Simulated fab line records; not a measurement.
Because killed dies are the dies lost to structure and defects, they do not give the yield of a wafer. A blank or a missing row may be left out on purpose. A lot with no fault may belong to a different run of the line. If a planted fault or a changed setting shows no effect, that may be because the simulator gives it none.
A struck lot beside a sound one :: flow sky130 :: 16 out of 708 route steps
Sound: wafers L195.3, L195.4, L195.6. Struck: wafers L197.1, L197.3, L197.6. At the end, the cause is stated.
At each step with rows: each side's tool, then ch and its chambers, then its first start. Under that, the readings that differ: sound wafers :: struck wafers :: difference of the means :: sigmas: that difference in standard deviations of wafers without a fault.
alike: same words and numbers on both sides, and readings whose means sit less than 2 such deviations apart. not compared: any withheld reading, any reading some wafer has no value for, any bound like >300 that may hide the same value, and any number with overlapping values for which the record gives no deviation.
A row with sigmas, a row that says differs or no value, or rows on one side alone: a step with any of these is where the two part. Numbers that have no deviation but don't overlap get no sigmas and don't part them. Lack of a reading on every wafer of one side parts them only where that side has two or more wafers.

SKY_VIA3_CMP_02: polishes SiO2.
  sound on cmp-01 ch 0,1,3, day 38 13:39; struck on cmp-01 ch 0,1,3, day 39 04:20
  alike: motor-current-A
SKY_VIA3_BOW_MEAS_03:
  sound on film-metro-03, day 38 13:53; struck on film-metro-03, day 39 04:35
  alike: VIA3_BOW
then, 8 steps without rows for these wafers: SKY_VIA3_DEHYDRATE_04 (time 60 s); SKY_VIA3_HMDS_05 (prime time 60 s); SKY_VIA3_COAT_06 (resist thk 60 nm); SKY_VIA3_COAT_07 (resist thk 450 nm); SKY_VIA3_SOFTBAKE_08 (time 90 s); SKY_VIA3_EXPOSE_09 (exposes mask VIM3, target cd 200 nm); SKY_VIA3_PEB_10; SKY_VIA3_DEVELOP_11 (develop time 60 s).
SKY_VIA3_CD_MEAS_12: the cd target is 200 nm.
  sound on cd-sem-02, day 39 15:44; struck on cd-sem-02, day 40 05:01
  alike: cd-nm
SKY_VIA3_OVL_MEAS_13:
  sound on overlay-01, day 39 15:50; struck on overlay-01, day 40 05:08
  alike: VIA3_OVL
SKY_VIA3_ETCH_14: etches BARC in N2/H2, stops on SiO2, time 45.9 s, target depth 60 nm.
  sound on rie-diel-04 ch 1,2, day 39 15:52; struck on rie-diel-04 ch 0,1,3, day 40 05:10
reading: oes-product-au (a.u.)
sound: 0.853 0.852 0.851
struck: 1.000 0.981 1.018
difference: +0.148
sigmas: +32

reading: run-length-s (s)
sound: 73.9 74.2 74.0
struck: 56.1 55.5 54.6
difference: -18.6
sigmas: -37

reading: model.KrF-thick_of_VIA3_COAT_07.thk-nm (nm)
sound: 394.2 396.6 393.8
struck: 409.6 410.4 410.1
difference: +15.2
sigmas: 

reading: model.etch.depth-nm (nm)
sound: 60.27 60.22 59.8
struck: 47.3 45.27 47.55
difference: -13.4
sigmas: 

reading: model.VIA3.cd-nm (nm)
sound: 198.6 198.3 198.2
struck: 193.2 192.1 190.4
difference: -6.5
sigmas: 
  alike: drypump-motor-current-A, throttle-valve-pct
  not compared: rf-hours-counter-h
SKY_VIA3_ETCH_15: etches SiO2 in C4F8/O2/Ar, stops on TiN, target depth 507 nm, time 78 s.
  sound on rie-diel-04 ch 1,2, day 39 15:54; struck on rie-diel-04 ch 0,1,3, day 40 05:13
reading: oes-product-au (a.u.)
sound: 0.949 0.951 0.952
struck: 0.368 0.376 0.377
difference: -0.577
sigmas: -99 or more

reading: model.KrF-thick_of_VIA3_COAT_07.thk-nm (nm)
sound: 290.4 297.9 293.7
struck: 307.1 312.3 306.8
difference: +14.7
sigmas: 
  alike: run-length-s
SKY_VIA3_STRIP_16: strips in O2/N2.
  sound on plasma-asher-02 ch 0,1, day 39 15:59; struck on plasma-asher-04 ch 0,1, day 40 05:16
reading: strip-time-to-endpoint-s (s)
sound: 4.14 4.20 4.15
struck: 4.29 4.34 4.33
difference: +0.16
sigmas: +5
  alike: drypump-motor-current-A, oes-product-au
  not compared: rf-hours-counter-h
then, 1 step without rows for these wafers: SKY_VIA3_STRIP_17 (strips in post etch residue remover, time 1200 s).

== WHERE THEY PART ==
Earliest at SKY_VIA3_ETCH_14; latest, in this record, at SKY_VIA3_STRIP_16.

WHY: what the simulator had put in
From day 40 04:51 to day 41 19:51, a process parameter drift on rie-diel-04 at SKY_VIA3_ETCH_14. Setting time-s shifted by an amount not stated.
